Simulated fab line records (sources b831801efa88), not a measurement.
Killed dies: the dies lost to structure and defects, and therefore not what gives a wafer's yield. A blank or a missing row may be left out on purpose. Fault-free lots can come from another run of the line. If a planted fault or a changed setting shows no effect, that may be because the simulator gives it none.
What tool caused it? || flow sky130 || 13 lots with 36 wafers sampled at 3 steps, on a route of 708 steps

## WHAT THE GAUGES SHOWED, per wafer
SKY_VT_ADJUST_NCORE_TW_MEAS_11. Usual: VT_ADJUST_NCORE_TW gives 218.6 (standard deviation 1.7).
{"lot": "L128", "measured": "day 8 23:50", "on": "film metro-02", "VT_ADJUST_NCORE_TW": "218.0 217.1 215.9", "flag": ""}
{"lot": "L129", "measured": "day 9 02:59", "on": "film metro-01", "VT_ADJUST_NCORE_TW": "220.7 221.0 220.9", "flag": ""}
{"lot": "L130", "measured": "day 9 03:19", "on": "film metro-02", "VT_ADJUST_NCORE_TW": "216.5 217.4 217.1", "flag": ""}
{"lot": "L133", "measured": "day 9 22:48", "on": "film metro-02", "VT_ADJUST_NCORE_TW": "218.5 217.8 218.0", "flag": ""}
{"lot": "L134", "measured": "day 10 06:22", "on": "film metro-02", "VT_ADJUST_NCORE_TW": "216.5 217.6 215.9", "flag": ""}
{"lot": "L136", "measured": "day 10 18:46", "on": "film metro-01", "VT_ADJUST_NCORE_TW": "221.3 220.3 220.7", "flag": ""}
{"lot": "L138", "measured": "day 11 23:04", "on": "film metro-02", "VT_ADJUST_NCORE_TW": "216.9 216.5 216.9", "flag": ""}
{"lot": "L143", "measured": "day 13 03:23", "on": "film metro-02", "VT_ADJUST_NCORE_TW": "216.1 215.2 217.0", "flag": ""}
{"lot": "L145", "measured": "day 13 14:23", "on": "film metro-02", "VT_ADJUST_NCORE_TW": "215.7 216.3", "flag": ""}
{"lot": "L146", "measured": "day 13 23:47", "on": "film metro-01", "VT_ADJUST_NCORE_TW": "220.1 219.0", "flag": ""}
{"lot": "L147", "measured": "day 14 06:23", "on": "film metro-02", "VT_ADJUST_NCORE_TW": "217.6 217.2", "flag": ""}
{"lot": "L149", "measured": "day 14 17:17", "on": "film metro-02", "VT_ADJUST_NCORE_TW": "216.6 217.5 214.9", "flag": ""}
{"lot": "L150", "measured": "day 15 00:19", "on": "film metro-03", "VT_ADJUST_NCORE_TW": "219.5 218.8 219.8", "flag": ""}

SKY_SONOS_ONO_THK_MEAS_05. Usual: SONOS_ONO_CVD_04_THK gives 5.77 nm (standard deviation 0.12).
{"lot": "L128", "measured": "day 12 01:38", "on": "film metro-03", "SONOS_ONO_CVD_04_THK (nm)": "5.69 5.69 5.76", "flag": ""}
{"lot": "L129", "measured": "day 12 05:38", "on": "film metro-01", "SONOS_ONO_CVD_04_THK (nm)": "5.73 5.77 5.73", "flag": ""}
{"lot": "L130", "measured": "day 12 05:40", "on": "film metro-03", "SONOS_ONO_CVD_04_THK (nm)": "5.73 5.68 5.75", "flag": ""}
{"lot": "L133", "measured": "day 13 10:17", "on": "film metro-03", "SONOS_ONO_CVD_04_THK (nm)": "5.65 5.81 5.67", "flag": ""}
{"lot": "L134", "measured": "day 13 12:10", "on": "film metro-03", "SONOS_ONO_CVD_04_THK (nm)": "5.84 5.72 5.73", "flag": ""}
{"lot": "L136", "measured": "day 14 00:29", "on": "film metro-03", "SONOS_ONO_CVD_04_THK (nm)": "5.87 5.78 5.75", "flag": ""}
{"lot": "L138", "measured": "day 15 07:47", "on": "film metro-01", "SONOS_ONO_CVD_04_THK (nm)": "5.54 5.59 5.54", "flag": ""}
{"lot": "L143", "measured": "day 16 19:19", "on": "film metro-03", "SONOS_ONO_CVD_04_THK (nm)": "6.02 6.00 5.96", "flag": ""}
{"lot": "L145", "measured": "day 17 06:15", "on": "film metro-01", "SONOS_ONO_CVD_04_THK (nm)": "5.87 5.76", "flag": ""}
{"lot": "L146", "measured": "day 17 19:28", "on": "film metro-01", "SONOS_ONO_CVD_04_THK (nm)": "5.62 5.75", "flag": ""}
{"lot": "L147", "measured": "day 18 03:35", "on": "film metro-02", "SONOS_ONO_CVD_04_THK (nm)": "5.92 6.06", "flag": ""}
{"lot": "L149", "measured": "day 18 17:02", "on": "film metro-02", "SONOS_ONO_CVD_04_THK (nm)": "5.78 5.88 5.83", "flag": ""}
{"lot": "L150", "measured": "day 18 19:50", "on": "film metro-01", "SONOS_ONO_CVD_04_THK (nm)": "5.91 5.90 5.84", "flag": ""}

SKY_SONOS_ONO_OVL_MEAS_14. Usual: SONOS_ONO_OVL gives -0.2 nm (standard deviation 1.3).
{"lot": "L128", "measured": "day 13 01:34", "on": "overlay-01", "SONOS_ONO_OVL (nm)": "-1.3 1.7 0.2", "flag": ""}
{"lot": "L129", "measured": "day 13 06:10", "on": "overlay-01", "SONOS_ONO_OVL (nm)": "-1.2 -1.8 -1.1", "flag": ""}
{"lot": "L130", "measured": "day 13 06:25", "on": "overlay-01", "SONOS_ONO_OVL (nm)": "-0.8 0.4 0.3", "flag": ""}
{"lot": "L133", "measured": "day 14 12:34", "on": "overlay-02", "SONOS_ONO_OVL (nm)": "0.9 0.6 1.9", "flag": ""}
{"lot": "L134", "measured": "day 14 13:54", "on": "overlay-01", "SONOS_ONO_OVL (nm)": "0.7 0.7 1.4", "flag": ""}
{"lot": "L136", "measured": "day 15 02:52", "on": "overlay-02", "SONOS_ONO_OVL (nm)": "0.0 2.2 0.7", "flag": ""}
{"lot": "L138", "measured": "day 16 11:49", "on": "overlay-01", "SONOS_ONO_OVL (nm)": "-3.6 -2.8 -3.4", "flag": ""}
{"lot": "L143", "measured": "day 18 00:39", "on": "overlay-01", "SONOS_ONO_OVL (nm)": "-0.8 -1.2 0.8", "flag": ""}
{"lot": "L145", "measured": "day 18 11:27", "on": "overlay-01", "SONOS_ONO_OVL (nm)": "-1.6 1.6", "flag": ""}
{"lot": "L146", "measured": "day 19 00:17", "on": "overlay-01", "SONOS_ONO_OVL (nm)": "-0.8 -1.4", "flag": ""}
{"lot": "L147", "measured": "day 19 09:35", "on": "overlay-02", "SONOS_ONO_OVL (nm)": "-0.7 -1.1", "flag": ""}
{"lot": "L149", "measured": "day 19 23:31", "on": "overlay-02", "SONOS_ONO_OVL (nm)": "-1.5 0.5 -0.8", "flag": ""}
{"lot": "L150", "measured": "day 20 02:09", "on": "overlay-02", "SONOS_ONO_OVL (nm)": "0.3 -1.1 -1.9", "flag": ""}

## WHICH TOOL RAN EACH LOT (tool, then ch and the chambers of the sampled wafers, then the start)
The record shows no process step preceding these readings.

## WHAT THE TOOLS THEMSELVES READ (means of the sampled wafers that have a number; where no wafer has one, the mark that the record gives instead)
The record holds no such reading with a usual standard deviation.

## THE ANSWER, worked out from the rows above alone
Rule: take the mean of a lot's wafers that have a number; if it is more than 3 standard deviations from the usual mean, the lot is off. Also off: a lot with no number at a reading for which 4 or more lots have one. All remaining lots with rows at the step are treated as sound. First the gauges in route order, then the tools' own readings, where a lot's mean is used as printed above. At the first step where some lot is off, the reading lying furthest off is the one used; lots without a number count as furthest.
No lot is off at any reading shown: from this, nothing can be told.

## WHAT THE SIMULATOR PUT IN
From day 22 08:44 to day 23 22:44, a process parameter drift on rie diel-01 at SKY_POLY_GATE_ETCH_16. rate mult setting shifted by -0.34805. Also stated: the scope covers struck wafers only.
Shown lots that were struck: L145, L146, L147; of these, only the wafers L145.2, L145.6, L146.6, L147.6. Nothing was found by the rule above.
